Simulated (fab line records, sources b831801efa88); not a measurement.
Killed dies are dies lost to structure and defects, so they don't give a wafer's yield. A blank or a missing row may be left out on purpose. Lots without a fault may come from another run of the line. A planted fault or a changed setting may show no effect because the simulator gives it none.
A struck lot beside a sound one | flow sky130 | 15 steps out of a route of 708
Sound: wafers L253.2, L253.3, L253.5. Struck: wafer L266.6. (L266.1, L266.5 of the same lot were not struck and are left out.) The cause comes at the end.
At each step with rows: each side's tool, then ch and its chambers, then its first start. Under that, the readings that differ: sound wafers | struck wafers | difference of the means | sigmas: that difference in standard deviations of wafers without a fault.
alike: readings whose means differ by less than 2 such deviations, and words and numbers that are the same on both sides. not compared: withheld readings, readings that some wafer has no value for, bounds like >300 that may hide the same value, and numbers for which the record gives no deviation and whose values overlap.
The two part at a step that has a row with sigmas, a row that says differs or no value, or rows on one side only. Numbers that don't overlap but have no deviation are shown without sigmas and don't part them. A reading that every wafer of one side lacks parts them only if that side has two wafers or more.

first, 7 steps without rows for these wafers: SKY_METAL2_HMDS_08 (prime time 60 s); SKY_METAL2_COAT_09 (resist thk 60 nm); SKY_METAL2_COAT_10 (resist thk 450 nm); SKY_METAL2_SOFTBAKE_11 (time 90 s); SKY_METAL2_EXPOSE_12 (exposes mask MM2, target cd 140 nm); SKY_METAL2_PEB_13; SKY_METAL2_DEVELOP_14 (develop time 60 s).
SKY_METAL2_CD_MEAS_15: target cd 140 nm.
  sound on cd_sem-02, day 37 23:04; struck on cd_sem-02, day 41 02:15
  alike: cd_nm
SKY_METAL2_OVL_MEAS_16:
  sound on overlay-02, day 37 23:10; struck on overlay-02, day 41 02:22
  alike: METAL2_OVL
SKY_METAL2_DESCUM_17: chemistry O2, time 8 s.
  sound on rie_metal-01 ch 0,1, day 37 23:12; struck on rie_metal-02 ch 1, day 41 02:24
  alike: drypump_motor_current_A, oes_product_au
  not compared: rf_hours_counter_h
SKY_METAL2_ETCH_18: etches BARC in N2/H2, stops on SiO2, time 45.9 s, target depth 60 nm.
  sound on rie_metal-01 ch 0,1, day 37 23:14; struck on rie_metal-02 ch 1, day 41 02:28
  alike: drypump_motor_current_A, oes_product_au, throttle_valve_pct
  not compared: rf_hours_counter_h
SKY_METAL2_METAL_ETCH_19: etches the open film in Cl2/BCl3, stops on SiO2, target depth 360 nm, time 78 s.
  sound on rie_metal-01 ch 0,1, day 37 23:18; struck on rie_metal-02 ch 1, day 41 02:35
  alike: drypump_motor_current_A, mfc_cl2_sccm, oes_product_au, throttle_valve_pct
  not compared: rf_hours_counter_h
SKY_METAL2_STRIP_20: strips in O2/N2.
  sound on plasma_asher-03 ch 0,1, day 37 23:23; struck on plasma_asher-04 ch 0, day 41 02:46
  reading          | sound       | struck | difference | sigmas
  overash_fraction | 0.5 0.5 0.5 | 0.3    | -0.2       |
  alike: drypump_motor_current_A, oes_product_au, strip_time_to_endpoint_s
  not compared: rf_hours_counter_h
then, 1 step without rows for these wafers: SKY_METAL2_STRIP_21 (strips in post etch residue remover, time 1200 s).
-- the record jumps here: 9 days lie between the struck wafers' starts before and after (it left off in module METAL2 and takes up again in module PAD_OPEN, whose first step shown is number 708 of the route) --
SKY_PAD_OPEN_PROBE_99:
  sound on prober-01, day 48 00:19; struck on prober-02, day 50 10:10
  alike: defect_limited_yield, killed_at_M0_to_M3, killed_at_M4_up, killed_at_contacts, killed_at_front_end, killed_at_other, killed_dies, killed_open, killed_short, sort_bin_3_pad_short, sort_bin_5_function, sort_bin_6_memory, sort_n_pass, sort_yield_pct

WHERE THEY PART
Nowhere in this record.

WHY: what the simulator had put in
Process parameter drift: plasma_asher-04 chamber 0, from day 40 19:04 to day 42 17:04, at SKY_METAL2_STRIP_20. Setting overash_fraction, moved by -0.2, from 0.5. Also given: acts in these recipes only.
